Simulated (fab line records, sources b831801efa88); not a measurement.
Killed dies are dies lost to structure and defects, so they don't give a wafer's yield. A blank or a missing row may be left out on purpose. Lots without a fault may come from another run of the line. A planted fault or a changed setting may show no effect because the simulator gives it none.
Which tool did it? | flow sky130 | 12 lots, 36 wafers sampled, at 2 steps of a route of 708

WHAT THE GAUGES READ, wafer by wafer
SKY_VIA3_RS_MEAS_22: measures by four-point-probe.
lot  | measured     | on            | VIA3_W_RS (ohm/sq)
L285 | day 39 08:26 | film_metro-03 | 0.294 0.297 0.296
L287 | day 40 03:41 | film_metro-03 | 0.300 0.298 0.294
L288 | day 40 06:37 | film_metro-01 | 0.296 0.292 0.294
L289 | day 40 16:28 | film_metro-01 | 0.304 0.301 0.299
L291 | day 41 17:29 | film_metro-02 | 0.300 0.302 0.301
L294 | day 42 13:58 | film_metro-01 | 0.296 0.296 0.296
L295 | day 43 10:50 | film_metro-01 | 0.296 0.298 0.294
L298 | day 43 18:55 | film_metro-01 | 0.301 0.299 0.299
L301 | day 44 07:36 | film_metro-01 | 0.297 0.299 0.296
L304 | day 44 22:43 | film_metro-02 | 0.293 0.298 0.291
L307 | day 45 14:46 | film_metro-01 | 0.295 0.293 0.296
L308 | day 45 22:20 | film_metro-02 | 0.297 0.296 0.296

WHICH TOOL RAN EACH LOT (tool, then ch and the chambers of the sampled wafers, then the start)
lot  | SKY_VIA3_CVD_21
L285 | cvd_w-01 ch 0,1, day 39 08:19
L287 | cvd_w-02 ch 0,1, day 40 03:33
L288 | cvd_w-02 ch 0,1, day 40 06:29
L289 | cvd_w-02 ch 0, day 40 16:15
L291 | cvd_w-02 ch 0, day 41 17:16
L294 | cvd_w-01 ch 0,1, day 42 13:50
L295 | cvd_w-01 ch 0,1, day 43 10:43
L298 | cvd_w-02 ch 0,1, day 43 18:46
L301 | cvd_w-02 ch 0,1, day 44 07:28
L304 | cvd_w-01 ch 0,1, day 44 22:36
L307 | cvd_w-01 ch 0,1, day 45 14:39
L308 | cvd_w-02 ch 0,1, day 45 22:13
- SKY_VIA3_CVD_21: deposits W, target thk 390 nm, time 117.31 s.

WHAT THE TOOLS THEMSELVES READ (means of the sampled wafers that have a number; where no wafer has one, the mark that the record gives instead)
SKY_VIA3_CVD_21.
lot  | tool     | chamber_pressure_Torr (Torr) | heater_power_w (W)
L285 | cvd_w-01 | 39.94                        | 921
L287 | cvd_w-02 | 40.10                        | 828
L288 | cvd_w-02 | 40.02                        | 759
L289 | cvd_w-02 | 39.90                        | 722
L291 | cvd_w-02 | 39.96                        | 723
L294 | cvd_w-01 | 39.93                        | 942
L295 | cvd_w-01 | 40.01                        | 946
L298 | cvd_w-02 | 39.99                        | 777
L301 | cvd_w-02 | 40.05                        | 777
L304 | cvd_w-01 | 39.98                        | 925
L307 | cvd_w-01 | 39.97                        | 927
L308 | cvd_w-02 | 40.03                        | 826

THE ANSWER, worked out from the rows above alone
Rule: what is usual is taken from the lots themselves. Put in order of their means at a reading, lots are off if they are a third of the lots or fewer, leave a main group of 4 or more, and stand apart from it by a gap of 3 or more times the standard deviation of the main group's means; of several such gaps the widest counts. A main group whose means are all the same, to the digits that the tables above print for the reading, isn't used. A lot without any number at a reading at which 4 lots or more have one is off too. The other lots that the step has rows for count as sound. The gauges are gone through in route order, then the tools' own readings, and for those a lot's mean is taken as printed above. The first step at which some lot is off is used, and at that step the reading that is off furthest; a lot without a number counts as furthest.
No lot is off at any reading shown: from this, nothing can be told.

WHAT THE SIMULATOR HAD PUT IN
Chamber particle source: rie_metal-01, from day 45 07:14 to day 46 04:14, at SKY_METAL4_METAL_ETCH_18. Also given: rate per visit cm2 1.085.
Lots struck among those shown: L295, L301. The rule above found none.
